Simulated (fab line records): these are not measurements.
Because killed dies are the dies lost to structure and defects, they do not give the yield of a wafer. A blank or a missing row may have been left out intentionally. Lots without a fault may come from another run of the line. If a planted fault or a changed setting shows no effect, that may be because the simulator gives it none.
Matching of chambers	flow gf180mcu	rie_diel-02 running GF_HV_LDD_ETCHBACK_58: 4 sister chambers
The step etches Si3N4 in CH3F/O2, stops on SiO2, time 100 s, target depth 90 nm. 14 wafers are shown with their chamber, then 7 later ones without.

## WAFERS WITH THEIR CHAMBER
wafer	chamber	drypump_motor_current_A (A)	run_length_s (s)	oes_product_au (a.u.)
L814.1	0	6.0	128.3	0.841
L814.2	2	5.4	127.6	0.850
L814.6	1	5.8	129.1	0.847
L815.2	2	5.4	127.1	0.847
L815.3	3	5.1	128.5	0.842
L815.4	0	6.0	128.5	0.849
L817.1	3	5.1	129.0	0.841
L817.3	1	5.9	128.9	0.853
L817.5	3	5.1	128.5	0.839
L818.1	2	5.3	127.1	0.847
L818.4	3	5.1	128.8	0.849
L818.5	3	5.1	128.3	0.836
L821.3	2	5.3	127.2	0.844
L821.5	3	5.0	128.6	0.839

SIGNATURES, as means of the wafers listed above
reading	chamber 0	chamber 1	chamber 2	chamber 3	scatter within a chamber
drypump_motor_current_A	6.000	5.850	5.350	5.083	0.0483
run_length_s	128.400	129.000	127.250	128.617	0.228
oes_product_au	0.84500	0.85000	0.84700	0.84100	0.00407
Rule: for each reading, subtract the chamber's mean from the wafer's reading, divide by that reading's scatter and square the result; add these up over the readings and take the root, which gives the wafer's distance from the chamber. If the next closest chamber is less than 2 further off than the closest, the wafer can't be placed; otherwise it belongs to the closest. How the scatter is found: for the shown wafers, subtract from each reading the mean of its chamber, square and add these, divide the total by (wafers less chambers), then take the root.

## WAFERS WHOSE CHAMBER IS MISSING
wafer	drypump_motor_current_A (A)	run_length_s (s)	oes_product_au (a.u.)
L821.6	5.4	127.6	0.845
L832.4	5.0	128.3	0.839
L832.5	5.8	129.2	0.842
L832.6	5.9	129.0	0.840
L835.2	5.9	128.8	0.842
L835.4	5.4	127.4	0.835
L835.6	5.3	127.3	0.839

## THE CHAMBER EACH PASSED THROUGH
wafer	from the rows above	in truth
L821.6	2	2
L832.4	3	3
L832.5	1	1
L832.6	can't be placed: 1 or 0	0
L835.2	can't be placed: 1 or 0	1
L835.4	2	2
L835.6	2	2
5 of 7 placed correctly. From these rows, 2 cannot be placed; in 2 the true chamber is one of the candidates. Placed wrongly: 0.
